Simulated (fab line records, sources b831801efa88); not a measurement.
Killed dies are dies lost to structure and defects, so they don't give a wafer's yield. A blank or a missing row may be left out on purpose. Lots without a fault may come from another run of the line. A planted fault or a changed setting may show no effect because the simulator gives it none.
fab line records | flow sky130
record lots=5 wafers=15 last_day=50
route steps=708 shown LDD_LDN@296 SPACER@304 POLY_CUT@307 SD_P@320 RES_XHIGH@332
lots that met no fault: from a run of the same line without faults
start_h: hours from the record's first day to the start of the lot's first wafer shown | wait_h: hours since the lot's step before | " the same as in the row above | L1.1+2: a row that stands for several wafers | - no value, or no start given | * or withheld: withheld | < > ~ a bound
route shown NAME@n: a module of which the file shows steps, and the number in the route of the first | usual: mean/standard deviation of fault-free wafers | same: alike in all rows | chamber/n: place in a boat | sites: the reading at each site | _std_site: their standard deviation | _edge_site: outer sites' mean less inner sites' | radius_mm: how far each site lies from the wafer's centre | mask NAME#n: copy n | behind: the tool/chamber that last shaped the wafer | hold: why the lot was held/for how many hours/how that ended | device: the transistor (n, p or np) that didn't switch | end of line: the same wafers' tests at the end of the route | a step without rows: its recipe alone | killed: dies lost to structure and defects at the first sort, not the wafer's yield | map: a wafer's dies, x killed, . not, _ none there
set.NAME: the setting as run; set.NAME@STEP: as run at that earlier step | model.NAME: the simulator's own value behind a step, which no gauge read
lots at some steps of the route; a table a step, a row a wafer
services: from which hour (start_h, from the record's first day; less than 0 if before it) a tool's chamber was out of use, for how many hours, and why
## steps
# step SKY_LDD_LDN_OVL_MEAS_07
# usual LDD_LDN_OVL=0.5/1.3
# columns lot.wafer tool chamber start_h wait_h LDD_LDN_OVL[nm]
L075.2 overlay-02 - 533.74 0.1 1.2
L075.3 " - " " 1.3
L075.6 " - " " 1.9
L077.2 overlay-01 - 549.89 0.1 1.3
L077.3 " - " " -0.6
L077.5 " - " " 1.2
L090.2 overlay-01 - 662.74 0.1 0.4
L090.4 " - " " 3.0
L090.5 " - " " 1.6
L091.2 overlay-02 - 673.98 0.1 0.9
L091.5 " - " " 1.7
L091.6 " - " " -1.0
L094.2 overlay-01 - 694.08 0.1 0.0
L094.4 " - " " -0.3
L094.5 " - " " -0.5
# step SKY_LDD_LDN_IMPLANT_08
# recipe species=As energy_kev=15 dose_cm2=1.25e+13 tilt_deg=withheld rotation_deg=23
# columns lot.wafer tool chamber start_h wait_h
L075.2+3+6 implanter-01 0 533.79 0.0
L077.2+3+5 implanter-02 0 549.94 0.0
L090.2+4+5 implanter-02 0 662.79 0.0
L091.2+5+6 implanter-01 0 674.03 0.0
L094.2+4+5 implanter-01 0 694.13 0.0
# step SKY_LDD_LDN_IMPLANT_09
# recipe species=As energy_kev=15 dose_cm2=1.25e+13 tilt_deg=withheld rotation_deg=113
# columns lot.wafer tool chamber start_h wait_h
L075.2+3+6 implanter-01 0 533.94 0.1
L077.2+3+5 implanter-02 0 550.09 0.1
L090.2+4+5 implanter-02 0 662.94 0.1
L091.2+5+6 implanter-01 0 674.18 0.1
L094.2+4+5 implanter-01 0 694.28 0.1
# step SKY_LDD_LDN_IMPLANT_10
# recipe species=As energy_kev=15 dose_cm2=1.25e+13 tilt_deg=withheld rotation_deg=203
# columns lot.wafer tool chamber start_h wait_h
L075.2+3+6 implanter-01 0 534.09 0.1
L077.2+3+5 implanter-02 0 550.24 0.1
L090.2+4+5 implanter-02 0 663.09 0.1
L091.2+5+6 implanter-01 0 674.33 0.1
L094.2+4+5 implanter-01 0 694.43 0.1
# step SKY_LDD_LDN_IMPLANT_11
# recipe species=As energy_kev=15 dose_cm2=1.25e+13 tilt_deg=withheld rotation_deg=293
# columns lot.wafer tool chamber start_h wait_h
L075.2+3+6 implanter-01 0 534.24 0.1
L077.2+3+5 implanter-02 0 550.39 0.1
L090.2+4+5 implanter-02 0 663.24 0.1
L091.2+5+6 implanter-01 0 674.48 0.1
L094.2+4+5 implanter-01 0 694.58 0.1
# step SKY_LDD_LDN_STRIP_12
# recipe chemistry=O2/N2 power_w=1400 pressure_mtorr=1500 platen_temp_c=withheld o2_flow_sccm=3000 n2_flow_sccm=300 overash_fraction=0.5
# usual drypump_motor_current_A=5.31/0.22 oes_product_au=0.716/0.0046 strip_time_to_endpoint_s=14.19/0.034
# columns lot.wafer tool chamber start_h wait_h drypump_motor_current_A oes_product_au rf_hours_counter_h strip_time_to_endpoint_s
L075.2 plasma_asher-03 0 534.37 0.1 5.34 0.716 9 14.17
L075.3 " 1 " " 5.58 0.721 - 14.17
L075.6 " 0 " " 5.37 0.723 - 14.19
L077.2 plasma_asher-02 1 550.52 0.1 5.36 0.719 86 14.13
L077.3 " 1 " " 5.36 0.708 - 14.19
L077.5 " 0 " " 5.31 0.720 - 14.17
L090.2 plasma_asher-03 0 663.37 0.1 5.35 0.720 22 14.18
L090.4 " 0 " " 5.34 0.718 - 14.21
L090.5 " 0 " " 5.33 0.717 - 14.17
L091.2 plasma_asher-04 0 674.61 0.1 5.45 0.718 85 14.22
L091.5 " 1 " " 4.93 0.711 - 14.26
L091.6 " 0 " " 5.44 0.723 - 14.18
L094.2 plasma_asher-04 0 694.71 0.1 5.47 0.725 87 14.18
L094.4 " 0 " " 5.46 0.718 - 14.24
L094.5 " 1 " " 4.96 0.712 - 14.21
# step SKY_LDD_LDN_TW_MEAS_13
# usual LDD_LDN_TW=1466/11
# columns lot.wafer tool chamber start_h wait_h LDD_LDN_TW
L075.2 film_metro-02 - 534.48 0.1 1459
L075.3 " - " " 1457
L075.6 " - " " 1452
L077.2 film_metro-04 - 550.63 0.1 1486
L077.3 " - " " 1469
L077.5 " - " " 1483
L090.2 film_metro-02 - 663.48 0.1 1451
L090.4 " - " " 1451
L090.5 " - " " 1447
L091.2 film_metro-04 - 674.72 0.1 1454
L091.5 " - " " 1464
L091.6 " - " " 1460
L094.2 film_metro-02 - 694.82 0.1 1458
L094.4 " - " " 1451
L094.5 " - " " 1455
# step SKY_LDD_LDN_CLEAN_14
# recipe chemistry=SC1/SC2 mix=1:4:20 temp_c=70 time_s=150 dry=n2_spin
# columns lot.wafer tool chamber start_h wait_h
L075.2+3+6 wet_bench-01 0 534.53 0.0
L077.2+3+5 wet_bench-03 1 550.68 0.0
L090.2+4+5 wet_bench-03 1 663.53 0.0
L091.2+5+6 wet_bench-01 3 674.77 0.0
L094.2+4+5 wet_bench-02 3 694.87 0.0
# step SKY_SPACER_CVD_00
# recipe material=Si3N4 precursor=DCS/NH3 target_thk_nm=43.1 temp_c=770 time_s=740 pressure_mtorr=250
# usual spike_tc_top_C=783.3/1.8
# columns lot.wafer tool chamber start_h wait_h spike_tc_top_C
L075.2 lpcvd-02 0 534.80 0.2 782.5
L075.3 " 0 " " 781.8
L075.6 " 0 " " 781.9
L077.2 lpcvd-02 1 558.86 8.1 785.1
L077.3 " 1 " " 785.9
L077.5 " 1 " " 784.4
L090.2 lpcvd-02 1 663.58 0.0 784.6
L090.4 " 1 " " 783.8
L090.5 " 1 " " 785.9
L091.2 lpcvd-02 0 674.82 0.0 784.1
L091.5 " 0 " " 782.1
L091.6 " 0 " " 782.5
L094.2 lpcvd-02 0 694.92 0.0 781.1
L094.4 " 0 " " 781.9
L094.5 " 0 " " 782.3
# step SKY_SPACER_THK_MEAS_01
# recipe reads=Si3N4_of_SPACER_CVD_00
# usual SPACER_CVD_00_THK=43.2/0.55
# columns lot.wafer tool chamber start_h wait_h SPACER_CVD_00_THK[nm]
L075.2 film_metro-01 - 536.01 0.0 44.1
L075.3 " - " " 43.9
L075.6 " - " " 43.8
L077.2 film_metro-02 - 560.07 0.0 43.6
L077.3 " - " " 43.5
L077.5 " - " " 43.3
L090.2 film_metro-04 - 664.79 0.0 43.0
L090.4 " - " " 42.9
L090.5 " - " " 42.7
L091.2 film_metro-02 - 676.04 0.0 43.3
L091.5 " - " " 43.1
L091.6 " - " " 43.3
L094.2 film_metro-01 - 696.13 0.0 42.9
L094.4 " - " " 42.8
L094.5 " - " " 42.9
# step SKY_SPACER_ETCHBACK_02
# recipe chemistry=CH3F/O2 target=Si3N4 stop_on=SiO2 source_w=400 bias_w=80 pressure_mtorr=25 ch3f_flow_sccm=40 O2_flow_sccm=30 time_s=46.7 target_depth_a=450
# usual drypump_motor_current_A=5.5/0.57 oes_product_au=0.856/0.0077 throttle_valve_pct=10.563/0.0092
# columns lot.wafer tool chamber start_h wait_h drypump_motor_current_A oes_product_au rf_hours_counter_h throttle_valve_pct
L075.2 rie_diel-02 1 536.06 0.0 5.0 0.869 18 10.566
L075.3 " 2 " " 5.2 0.868 44 10.564
L075.6 " 1 " " 5.0 0.865 - 10.561
L077.2 rie_diel-02 2 560.12 0.0 5.1 0.866 45 10.573
L077.3 " 1 " " 5.0 0.861 18 10.560
L077.5 " 1 " " 5.0 0.858 - 10.551
L090.2 rie_diel-03 2 664.84 0.0 5.0 0.854 5 10.561
L090.4 " 3 " " 6.7 0.847 11 10.555
L090.5 " 3 " " 6.7 0.849 - 10.565
L091.2 rie_diel-04 2 676.09 0.0 6.5 0.858 8 10.553
L091.5 " 3 " " 6.0 0.856 - 10.554
L091.6 " 0 " " 6.1 0.857 - 10.569
L094.2 rie_diel-03 0 696.18 0.0 5.6 0.860 12 10.564
L094.4 " 3 " " 6.7 0.847 12 10.572
L094.5 " 1 " " 5.3 0.851 - 10.550
# step SKY_POLY_CUT_DEHYDRATE_00
# recipe temp_c=200 time_s=60
# columns lot.wafer tool chamber start_h wait_h
L075.2+3+6 litho_track-02 0 549.91 13.8
L077.2+3+5 litho_track-02 0 573.91 13.8
L090.2+4+5 litho_track-02 0 678.51 13.6
L091.2+5+6 litho_track-04 0 689.90 13.8
L094.2+4+5 litho_track-04 0 709.20 13.0
# step SKY_POLY_CUT_HMDS_01
# recipe prime_time_s=60 prime_temp_c=120
# usual prime_temp_c=120.00/0.12
# columns lot.wafer tool chamber start_h wait_h prime_temp_c
L075.2 litho_track-02 0 550.06 0.1 120.08
L075.3 " 0 " " 120.11
L075.6 " 0 " " 120.07
L077.2 litho_track-02 0 574.06 0.1 120.03
L077.3 " 0 " " 120.15
L077.5 " 0 " " 120.06
L090.2 litho_track-02 0 678.66 0.1 119.87
L090.4 " 0 " " 119.80
L090.5 " 0 " " 120.02
L091.2 litho_track-04 0 690.05 0.1 119.98
L091.5 " 0 " " 120.12
L091.6 " 0 " " 119.90
L094.2 litho_track-04 0 709.35 0.1 120.04
L094.4 " 0 " " 120.10
L094.5 " 0 " " 119.96
# step SKY_POLY_CUT_COAT_02
# recipe resist=BARC temp_c=withheld time_s=withheld spin_rpm=3000 resist_thk_nm=60
# columns lot.wafer tool chamber start_h wait_h
L075.2+3+6 litho_track-02 0 550.21 0.1
L077.2+3+5 litho_track-02 0 574.21 0.1
L090.2+4+5 litho_track-02 0 678.81 0.1
L091.2+5+6 litho_track-04 0 690.20 0.1
L094.2+4+5 litho_track-04 0 709.50 0.1
# step SKY_POLY_CUT_COAT_03
# recipe resist=KrF-thick spin_rpm=3000 resist_thk_nm=450
# columns lot.wafer tool chamber start_h wait_h
L075.2+3+6 litho_track-02 0 - -
L077.2+3+5 litho_track-02 0 - -
L090.2+4+5 litho_track-02 0 - -
L091.2+5+6 litho_track-04 0 - -
L094.2+4+5 litho_track-04 0 - -
# step SKY_POLY_CUT_SOFTBAKE_04
# recipe temp_c=100 time_s=90 resist=KrF-thick
# columns lot.wafer tool chamber start_h wait_h
L075.2+3+6 litho_track-02 0 - -
L077.2+3+5 litho_track-02 0 - -
L090.2+4+5 litho_track-02 0 - -
L091.2+5+6 litho_track-04 0 - -
L094.2+4+5 litho_track-04 0 - -
# step SKY_POLY_CUT_EXPOSE_05
# recipe mask_id=NPCM na=0.8 source_shape=annular sigma_inner=0.55 sigma_outer=0.85 target_cd_nm=270 dose_mj=32
# columns lot.wafer tool chamber start_h wait_h mask
L075.2+3+6 krf_scanner-02 0 - - NPCM#0
L077.2+3+5 krf_scanner-02 0 - - NPCM#0
L090.2+4+5 krf_scanner-02 0 - - NPCM#0
L091.2+5+6 krf_scanner-01 0 - - NPCM#0
L094.2+4+5 krf_scanner-01 0 - - NPCM#0
# step SKY_POLY_CUT_PEB_06
# recipe peb_temp_c=withheld peb_time_s=withheld resist=KrF-thick
# columns lot.wafer tool chamber start_h wait_h
L075.2+3+6 litho_track-04 0 - -
L077.2+3+5 litho_track-03 0 - -
L090.2+4+5 litho_track-04 0 - -
L091.2+5+6 litho_track-02 0 - -
L094.2+4+5 litho_track-02 0 - -
# step SKY_POLY_CUT_DEVELOP_07
# recipe develop_time_s=60 resist=KrF-thick dev_temp_c=21
# columns lot.wafer tool chamber start_h wait_h
L075.2+3+6 litho_track-04 0 - -
L077.2+3+5 litho_track-03 0 - -
L090.2+4+5 litho_track-04 0 - -
L091.2+5+6 litho_track-02 0 - -
L094.2+4+5 litho_track-02 0 - -
# step SKY_POLY_CUT_CD_MEAS_08
# recipe target_cd_nm=270
# usual cd_nm=270.3/1.2
# columns lot.wafer tool chamber start_h wait_h cd_nm
L075.2 cd_sem-02 - 565.19 - 271.5
L075.3 " - " " 270.9
L075.6 " - " " 272.2
L077.2 cd_sem-01 - 589.48 - 270.6
L077.3 " - " " 270.1
L077.5 " - " " 271.0
L090.2 cd_sem-01 - 693.49 - 271.2
L090.4 " - " " 269.8
L090.5 " - " " 270.7
L091.2 cd_sem-01 - 704.71 - 270.9
L091.5 " - " " 269.8
L091.6 " - " " 269.5
L094.2 cd_sem-01 - 723.86 - 270.9
L094.4 " - " " 269.7
L094.5 " - " " 270.8
# step SKY_POLY_CUT_OVL_MEAS_09
# usual POLY_CUT_OVL=1/5.4
# columns lot.wafer tool chamber start_h wait_h POLY_CUT_OVL[nm]
L075.2 overlay-02 - 565.30 0.1 -2
L075.3 " - " " -2
L075.6 " - " " 3
L077.2 overlay-02 - 589.58 0.1 11
L077.3 " - " " 8
L077.5 " - " " 11
L090.2 overlay-02 - 693.60 0.1 10
L090.4 " - " " 0
L090.5 " - " " 3
L091.2 overlay-02 - 704.81 0.1 -4
L091.5 " - " " 0
L091.6 " - " " 8
L094.2 overlay-02 - 723.96 0.1 0
L094.4 " - " " 0
L094.5 " - " " 6
# step SKY_POLY_CUT_ETCH_10
# recipe chemistry=N2/H2 target=BARC ion_energy_ev=200 source_w=500 bias_w=100 pressure_mtorr=30 n2_flow_sccm=100 h2_flow_sccm=200 stop_on=SiO2 time_s=45.9 target_depth_a=600
# usual drypump_motor_current_A=5.6/0.54 h2_flow_sccm=199.9/0.53 oes_product_au=0.855/0.0047 throttle_valve_pct=13.224/0.0082
# columns lot.wafer tool chamber start_h wait_h drypump_motor_current_A h2_flow_sccm oes_product_au rf_hours_counter_h throttle_valve_pct
L075.2 rie_diel-02 2 565.33 0.0 5.2 199.8 0.857 45 13.218
L075.3 " 3 " " 5.9 199.5 0.850 2 13.219
L075.6 " 1 " " 5.0 199.8 0.861 - 13.246
L077.2 rie_diel-03 0 589.61 0.0 5.6 199.3 0.856 10 13.225
L077.3 " 3 " " 6.7 199.5 0.863 10 13.236
L077.5 " 0 " " 5.6 199.5 0.852 - 13.234
L090.2 rie_diel-01 3 693.63 0.0 5.8 200.5 0.858 6 13.221
L090.4 " 2 " " 6.5 199.3 0.846 51 13.226
L090.5 " 1 " " 5.7 199.5 0.846 - 13.221
L091.2 rie_diel-01 0 704.84 0.0 5.7 199.8 0.854 9 13.214
L091.5 " 0 " " 5.7 199.0 0.854 - 13.223
L091.6 " 1 " " 5.7 201.0 0.852 - 13.241
L094.2 rie_diel-02 1 723.99 0.0 5.0 200.5 0.853 21 13.216
L094.4 " 2 " " 5.2 200.3 0.861 47 13.224
L094.5 " 1 " " 5.0 201.0 0.849 - 13.231
# step SKY_POLY_CUT_ETCH_11
# recipe target=Si3N4 chemistry=CF4/CH2F2/Ar stop_on=poly-Si source_w=600 bias_w=150 pressure_mtorr=40 cf4_flow_sccm=40 ch2f2_flow_sccm=20 Ar_flow_sccm=150 time_s=42.5 target_depth_a=600
# usual drypump_motor_current_A=5.6/0.54 oes_product_au=0.829/0.0064 throttle_valve_pct=14.993/0.01
# columns lot.wafer tool chamber start_h wait_h drypump_motor_current_A oes_product_au rf_hours_counter_h throttle_valve_pct
L075.2 rie_diel-02 2 565.37 0.0 5.2 0.822 45 14.982
L075.3 " 3 " " 5.9 0.833 2 14.986
L075.6 " 1 " " 5.0 0.832 - 14.992
L077.2 rie_diel-03 0 589.66 0.0 5.6 0.834 10 14.995
L077.3 " 3 " " 6.7 0.839 10 14.992
L077.5 " 0 " " 5.6 0.834 - 15.004
L090.2 rie_diel-01 3 693.67 0.0 5.8 0.832 6 14.986
L090.4 " 2 " " 6.5 0.832 51 15.005
L090.5 " 1 " " 5.7 0.831 - 14.993
L091.2 rie_diel-01 0 704.89 0.0 5.7 0.834 9 14.997
L091.5 " 0 " " 5.7 0.834 - 14.992
L091.6 " 1 " " 5.7 0.843 - 15.015
L094.2 rie_diel-02 1 724.04 0.0 5.0 0.851 21 14.999
L094.4 " 2 " " 5.2 0.841 47 14.994
L094.5 " 1 " " 5.0 0.836 - 15.008
# step SKY_POLY_CUT_STRIP_12
# recipe chemistry=O2/N2 power_w=1400 pressure_mtorr=1500 platen_temp_c=withheld o2_flow_sccm=3000 n2_flow_sccm=300 overash_fraction=0.5
# usual drypump_motor_current_A=5.5/0.38 oes_product_au=0.452/0.0045 strip_time_to_endpoint_s=5.354/0.018
# columns lot.wafer tool chamber start_h wait_h drypump_motor_current_A oes_product_au rf_hours_counter_h strip_time_to_endpoint_s
L075.2 plasma_asher-04 1 565.41 0.0 4.9 0.455 75 5.375
L075.3 " 0 " " 5.5 0.451 - 5.370
L075.6 " 0 " " 5.5 0.452 - 5.350
L077.2 plasma_asher-04 0 589.70 0.0 5.5 0.451 77 5.354
L077.3 " 1 " " 4.9 0.459 - 5.372
L077.5 " 1 " " 5.0 0.448 - 5.335
L090.2 plasma_asher-02 0 693.71 0.0 5.3 0.448 100 5.346
L090.4 " 1 " " 5.4 0.449 - 5.371
L090.5 " 0 " " 5.3 0.444 - 5.340
L091.2 plasma_asher-01 1 704.93 0.0 5.9 0.446 57 5.325
L091.5 " 0 " " 6.1 0.448 - 5.341
L091.6 " 1 " " 5.9 0.449 - 5.332
L094.2 plasma_asher-04 1 724.08 0.0 5.0 0.441 90 5.326
L094.4 " 1 " " 4.9 0.447 - 5.330
L094.5 " 1 " " 4.9 0.445 - 5.307
# step SKY_SD_P_DEHYDRATE_00
# recipe temp_c=200 time_s=60
# columns lot.wafer tool chamber start_h wait_h
L075.2+3+6 litho_track-01 0 579.31 13.9
L077.2+3+5 litho_track-01 0 603.86 14.1
L090.2+4+5 litho_track-03 0 706.98 13.2
L091.2+5+6 litho_track-04 0 718.20 13.2
L094.2+4+5 litho_track-03 0 737.13 13.0
# step SKY_SD_P_HMDS_01
# recipe prime_time_s=60 prime_temp_c=120
# usual prime_temp_c=119.97/0.13
# columns lot.wafer tool chamber start_h wait_h prime_temp_c
L075.2 litho_track-01 0 579.46 0.1 119.94
L075.3 " 0 " " 119.90
L075.6 " 0 " " 120.04
L077.2 litho_track-01 0 604.01 0.1 120.20
L077.3 " 0 " " 120.06
L077.5 " 0 " " 120.27
L090.2 litho_track-03 0 707.13 0.1 119.86
L090.4 " 0 " " 119.93
L090.5 " 0 " " 119.74
L091.2 litho_track-04 0 718.35 0.1 120.07
L091.5 " 0 " " 120.00
L091.6 " 0 " " 119.91
L094.2 litho_track-03 0 737.28 0.1 119.97
L094.4 " 0 " " 119.74
L094.5 " 0 " " 119.87
# step SKY_SD_P_COAT_02
# recipe resist=NOVOLAK spin_rpm=3000 resist_thk_nm=1140
# columns lot.wafer tool chamber start_h wait_h
L075.2+3+6 litho_track-01 0 579.61 0.1
L077.2+3+5 litho_track-01 0 604.16 0.1
L090.2+4+5 litho_track-03 0 707.28 0.1
L091.2+5+6 litho_track-04 0 718.50 0.1
L094.2+4+5 litho_track-03 0 737.43 0.1
# step SKY_SD_P_SOFTBAKE_03
# recipe temp_c=90 time_s=60 resist=NOVOLAK
# columns lot.wafer tool chamber start_h wait_h
L075.2+3+6 litho_track-01 0 579.76 0.1
L077.2+3+5 litho_track-01 0 604.31 0.1
L090.2+4+5 litho_track-03 0 707.43 0.1
L091.2+5+6 litho_track-04 0 718.65 0.1
L094.2+4+5 litho_track-03 0 737.58 0.1
# step SKY_SD_P_EXPOSE_04
# recipe mask_id=PSDM na=0.6 source_shape=conventional sigma_outer=0.6 polarization=unpolarized target_cd_nm=380 dose_mj=138
# columns lot.wafer tool chamber start_h wait_h mask
L075.2+3+6 iline_stepper-02 0 - - PSDM#0
L077.2+3+5 iline_stepper-02 0 - - PSDM#0
L090.2+4+5 iline_stepper-01 0 - - PSDM#0
L091.2+5+6 iline_stepper-02 0 - - PSDM#0
L094.2+4+5 iline_stepper-01 0 - - PSDM#0
# step SKY_SD_P_PEB_05
# recipe temp_c=withheld time_s=* resist=NOVOLAK
# columns lot.wafer tool chamber start_h wait_h
L075.2+3+6 litho_track-04 0 - -
L077.2+3+5 litho_track-03 0 - -
L090.2+4+5 litho_track-04 0 - -
L091.2+5+6 litho_track-01 0 - -
L094.2+4+5 litho_track-04 0 - -
# step SKY_SD_P_DEVELOP_06
# recipe resist=NOVOLAK developer=TMAH develop_time_s=60 dev_temp_c=23
# columns lot.wafer tool chamber start_h wait_h
L075.2+3+6 litho_track-04 0 594.80 0.1
L077.2+3+5 litho_track-03 0 618.03 0.1
L090.2+4+5 litho_track-04 0 721.60 0.1
L091.2+5+6 litho_track-01 0 731.46 0.1
L094.2+4+5 litho_track-04 0 751.35 0.1
# step SKY_SD_P_CD_MEAS_07
# recipe target_cd_nm=380
# usual cd_nm=379.8/3
# columns lot.wafer tool chamber start_h wait_h cd_nm
L075.2 cd_sem-01 - 594.94 0.1 380.2
L075.3 " - " " 378.0
L075.6 " - " " 381.4
L077.2 cd_sem-02 - 618.18 0.1 380.3
L077.3 " - " " 379.6
L077.5 " - " " 380.2
L090.2 cd_sem-01 - 721.80 0.2 382.6
L090.4 " - " " 381.7
L090.5 " - " " 379.0
L091.2 cd_sem-01 - 731.60 0.1 385.5
L091.5 " - " " 384.1
L091.6 " - " " 382.6
L094.2 cd_sem-01 - 751.49 0.1 374.3
L094.4 " - " " 375.4
L094.5 " - " " 374.4
# step SKY_SD_P_OVL_MEAS_08
# usual SD_P_OVL=0.3/1.3
# columns lot.wafer tool chamber start_h wait_h SD_P_OVL[nm]
L075.2 overlay-01 - 595.05 0.1 -1.6
L075.3 " - " " -0.1
L075.6 " - " " -0.3
L077.2 overlay-02 - 618.28 0.1 -0.5
L077.3 " - " " -1.3
L077.5 " - " " -0.2
L090.2 overlay-02 - 721.90 0.1 -3.2
L090.4 " - " " -2.6
L090.5 " - " " -1.7
L091.2 overlay-02 - 731.71 0.1 -0.9
L091.5 " - " " -1.3
L091.6 " - " " -1.5
L094.2 overlay-02 - 751.60 0.1 1.5
L094.4 " - " " 0.0
L094.5 " - " " 1.6
# step SKY_SD_P_IMPLANT_09
# recipe species=BF2 energy_kev=20 dose_cm2=3e+15 tilt_deg=0
# columns lot.wafer tool chamber start_h wait_h
L075.2+3+6 implanter-04 0 595.10 0.0
L077.2+3+5 implanter-03 0 618.34 0.0
L090.2+4+5 implanter-03 0 721.96 0.0
L091.2+5+6 implanter-03 0 731.76 0.0
L094.2+4+5 implanter-02 0 751.65 0.0
# step SKY_SD_P_STRIP_10
# recipe chemistry=O2/N2 power_w=1400 pressure_mtorr=1500 platen_temp_c=withheld o2_flow_sccm=3000 n2_flow_sccm=300 overash_fraction=0.5
# usual drypump_motor_current_A=5.5/0.36 oes_product_au=0.617/0.0044 strip_time_to_endpoint_s=17.49/0.037
# columns lot.wafer tool chamber start_h wait_h drypump_motor_current_A oes_product_au rf_hours_counter_h strip_time_to_endpoint_s
L075.2 plasma_asher-01 0 595.23 0.1 6.1 0.617 47 17.48
L075.3 " 0 " " 6.0 0.616 - 17.48
L075.6 " 0 " " 6.1 0.612 - 17.46
L077.2 plasma_asher-04 0 618.46 0.1 5.4 0.619 80 17.52
L077.3 " 0 " " 5.5 0.617 - 17.54
L077.5 " 1 " " 4.9 0.621 - 17.49
L090.2 plasma_asher-04 1 722.08 0.1 4.9 0.612 90 17.44
L090.4 " 1 " " 4.9 0.623 - 17.46
L090.5 " 1 " " 5.0 0.621 - 17.43
L091.2 plasma_asher-04 1 731.89 0.1 4.9 0.617 91 17.44
L091.5 " 0 " " 5.5 0.621 - 17.39
L091.6 " 1 " " 5.0 0.609 - 17.43
L094.2 plasma_asher-01 0 751.78 0.1 6.1 0.625 62 17.52
L094.4 " 0 " " 6.1 0.626 - 17.49
L094.5 " 0 " " 6.1 0.612 - 17.47
# step SKY_SD_P_TW_MEAS_11
# usual SD_P_TW=2811/13
# columns lot.wafer tool chamber start_h wait_h SD_P_TW
L075.2 film_metro-01 - 595.34 0.1 2809
L075.3 " - " " 2826
L075.6 " - " " 2816
L077.2 film_metro-03 - 618.57 0.1 2813
L077.3 " - " " 2815
L077.5 " - " " 2814
L090.2 film_metro-04 - 722.19 0.1 2797
L090.4 " - " " 2797
L090.5 " - " " 2802
L091.2 film_metro-04 - 732.00 0.1 2809
L091.5 " - " " 2803
L091.6 " - " " 2812
L094.2 film_metro-04 - 751.89 0.1 2805
L094.4 " - " " 2796
L094.5 " - " " 2804
# step SKY_RES_XHIGH_DEHYDRATE_00
# recipe temp_c=200 time_s=60
# columns lot.wafer tool chamber start_h wait_h
L075.2+3+6 litho_track-01 0 608.36 13.0
L077.2+3+5 litho_track-01 0 632.41 13.8
L090.2+4+5 litho_track-02 0 735.16 13.0
L091.2+5+6 litho_track-02 0 744.96 13.0
L094.2+4+5 litho_track-01 0 764.76 12.9
# step SKY_RES_XHIGH_HMDS_01
# recipe prime_time_s=60 prime_temp_c=120
# usual prime_temp_c=119.98/0.14
# columns lot.wafer tool chamber start_h wait_h prime_temp_c
L075.2 litho_track-01 0 608.51 0.1 120.04
L075.3 " 0 " " 120.07
L075.6 " 0 " " 119.87
L077.2 litho_track-01 0 632.56 0.1 119.99
L077.3 " 0 " " 119.94
L077.5 " 0 " " 119.91
L090.2 litho_track-02 0 735.31 0.1 120.13
L090.4 " 0 " " 119.94
L090.5 " 0 " " 120.04
L091.2 litho_track-02 0 745.11 0.1 119.92
L091.5 " 0 " " 119.60
L091.6 " 0 " " 119.74
L094.2 litho_track-01 0 764.91 0.1 119.83
L094.4 " 0 " " 119.77
L094.5 " 0 " " 120.03
# step SKY_RES_XHIGH_COAT_02
# recipe resist=NOVOLAK spin_rpm=3000 resist_thk_nm=1140
# columns lot.wafer tool chamber start_h wait_h
L075.2+3+6 litho_track-01 0 608.66 0.1
L077.2+3+5 litho_track-01 0 632.71 0.1
L090.2+4+5 litho_track-02 0 735.46 0.1
L091.2+5+6 litho_track-02 0 745.26 0.1
L094.2+4+5 litho_track-01 0 765.06 0.1
# step SKY_RES_XHIGH_SOFTBAKE_03
# recipe temp_c=90 time_s=60 resist=NOVOLAK
# columns lot.wafer tool chamber start_h wait_h
L075.2+3+6 litho_track-01 0 608.81 0.1
L077.2+3+5 litho_track-01 0 632.86 0.1
L090.2+4+5 litho_track-02 0 735.61 0.1
L091.2+5+6 litho_track-02 0 745.41 0.1
L094.2+4+5 litho_track-01 0 765.21 0.1
# step SKY_RES_XHIGH_EXPOSE_04
# recipe mask_id=URPM na=0.6 source_shape=conventional sigma_outer=0.6 polarization=unpolarized target_cd_nm=1270 dose_mj=140
# columns lot.wafer tool chamber start_h wait_h mask
L075.2+3+6 iline_stepper-01 0 - - URPM#0
L077.2+3+5 iline_stepper-02 0 - - URPM#0
L090.2+4+5 iline_stepper-02 0 - - URPM#0
L091.2+5+6 iline_stepper-01 0 - - URPM#0
L094.2+4+5 iline_stepper-02 0 - - URPM#0
# step SKY_RES_XHIGH_PEB_05
# recipe temp_c=withheld time_s=* resist=NOVOLAK
# columns lot.wafer tool chamber start_h wait_h
L075.2+3+6 litho_track-03 0 - -
L077.2+3+5 litho_track-03 0 - -
L090.2+4+5 litho_track-01 0 - -
L091.2+5+6 litho_track-03 0 - -
L094.2+4+5 litho_track-02 0 - -
# step SKY_RES_XHIGH_DEVELOP_06
# recipe resist=NOVOLAK developer=TMAH develop_time_s=60 dev_temp_c=23
# columns lot.wafer tool chamber start_h wait_h
L075.2+3+6 litho_track-03 0 623.83 0.1
L077.2+3+5 litho_track-03 0 646.68 0.1
L090.2+4+5 litho_track-01 0 749.01 0.1
L091.2+5+6 litho_track-03 0 758.68 0.1
L094.2+4+5 litho_track-02 0 779.06 0.1
# step SKY_RES_XHIGH_IMPLANT_07
# recipe species=BF2 energy_kev=20 dose_cm2=3.6e+14 tilt_deg=0
# columns lot.wafer tool chamber start_h wait_h
L075.2+3+6 implanter-03 0 623.98 0.1
L077.2+3+5 implanter-01 0 646.83 0.1
L090.2+4+5 implanter-03 0 749.16 0.1
L091.2+5+6 implanter-01 0 758.83 0.1
L094.2+4+5 implanter-03 0 779.21 0.1
## services
# columns tool chamber start_h hours kind
rie_diel-03 0 517.27 3.3 repair
rie_diel-03 - 529.21 10.0 repair
rie_diel-01 0 534.79 7.2 repair
rie_diel-03 3 537.80 39.3 repair
lpcvd-02 - 552.75 6.1 pm
rie_diel-01 - 588.87 2.8 pm
rie_diel-03 1 595.13 9.1 repair
plasma_asher-04 - 612.72 2.8 pm
implanter-02 - 613.38 4.4 repair
implanter-03 - 626.55 1.2 repair
implanter-01 - 627.24 1.8 repair
implanter-03 - 629.37 0.9 repair
implanter-02 - 629.52 3.3 pm
implanter-02 - 634.30 2.0 repair
implanter-02 - 645.23 3.8 pm
rie_diel-02 - 669.75 0.9 repair
implanter-02 - 673.95 7.1 repair
iline_stepper-02 - 700.81 1.7 pm
lpcvd-02 - 709.12 6.0 pm
plasma_asher-04 - 738.87 0.8 repair
implanter-03 - 755.53 0.5 repair
plasma_asher-04 - 757.03 9.0 repair
lpcvd-02 - 758.19 1.5 repair
rie_diel-02 3 777.99 4.9 repair
## key
fault none
